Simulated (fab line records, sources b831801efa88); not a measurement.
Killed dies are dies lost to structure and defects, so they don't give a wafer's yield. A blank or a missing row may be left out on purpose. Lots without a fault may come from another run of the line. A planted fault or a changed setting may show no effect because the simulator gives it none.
Problem report in the 8D (eight disciplines) form, filled by code | flow sky130 | the parts of the form that need people (team, actions taken, sign-off) are left out

1. THE PROBLEM
oes_product_au at SKY_METAL3_ETCH_16 reads a mean of 0.810 a.u. on 4 wafers of 2 lots; wafers without a fault read 0.626 a.u. with a standard deviation of 0.0049. That is +38 standard deviations from the usual mean.
The step: etches BARC in N2/H2, stops on SiO2, time 88.2 s, target depth 60 nm.
First seen on wafer L103.1, day 43 09:12, on rie_metal-04. The record holds 18 wafers of 6 lots with a number at this step. Rule for "out", or "out of limits": more than 4 standard deviations from the usual mean. The other wafers with a number count as sound.

2. WHAT IT IS AND WHAT IT IS NOT
question                    | is                             | is not
which readings at this step | oes_product_au, run_length_s   | drypump_motor_current_A, h2_flow_sccm
which lots                  | L103, L104                     | L109, L111, L990, L995
which wafers of those lots  | L103.1, L103.6, L104.1, L104.4 | L103.5, L104.2
read on which tools         | rie_metal-04                   | rie_metal-01, rie_metal-03
when                        | from day 43 09:12              | up to then (7 sound wafers); but 7 sound wafers of L104, L109, L111 came after

3. SUSPECTS, AND WHAT RULES EACH OUT
Counting: a tool at a process step up to the reading stays a suspect if it ran every lot that is out. Sound lots after the first of them don't rule it out here, since some wafers of a struck lot are sound.
- rie_metal-04 at SKY_METAL3_DESCUM_15 (chemistry O2, time 8 s): kept. It ran every lot that is out, first L103 (day 43 09:10); its last sound lot up to then is L995 (day 41 00:46).
- rie_metal-04 at SKY_METAL3_ETCH_16 (etches BARC in N2/H2, stops on SiO2, time 88.2 s, target depth 60 nm): kept. It ran every lot that is out, first L103 (day 43 09:12); its last sound lot up to then is L995 (day 41 00:48). Its own readings are out on those wafers: oes_product_au, run_length_s.
- Within rie_metal-04 at SKY_METAL3_DESCUM_15: the wafers that are out ran in chamber 0; their sound lot-mates ran in chamber 1.
- Within rie_metal-04 at SKY_METAL3_ETCH_16: the wafers that are out ran in chamber 0; their sound lot-mates ran in chamber 1.
Left after counting: rie_metal-04 at SKY_METAL3_DESCUM_15, rie_metal-04 at SKY_METAL3_ETCH_16.

4. THE CAUSE (what the simulator had put in)
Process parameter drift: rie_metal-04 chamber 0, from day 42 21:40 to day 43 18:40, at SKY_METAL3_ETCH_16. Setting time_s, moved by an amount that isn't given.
Counting left 2 suspects, and this tool is among them.

5. THE CHAIN OF EFFECTS, in route order
Each row: a reading whose mean over the struck wafers that have a number lies more than 3 standard deviations from the usual. Only readings for which the record gives a usual standard deviation are gone through. hours: the time from each lot's start at the first step in this table that gives one to its start at this step, as a median over the lots. sigmas: the change in usual standard deviations.
hours | step               | reading        | usual      | on struck wafers | change | sigmas
0     | SKY_METAL3_ETCH_16 | oes_product_au | 0.626 a.u. | 0.810            | +0.184 | +38
0     | SKY_METAL3_ETCH_16 | run_length_s   | 116.7 s    | 92.0             | -24.7  | -25
The process steps in it:
- SKY_METAL3_ETCH_16: etches BARC in N2/H2, stops on SiO2, time 88.2 s, target depth 60 nm.

6. WHAT WOULD HAVE CAUGHT IT SOONER
In this record the first reading out of limits was taken at day 43 09:12, 12 hours after the fault began at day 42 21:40.
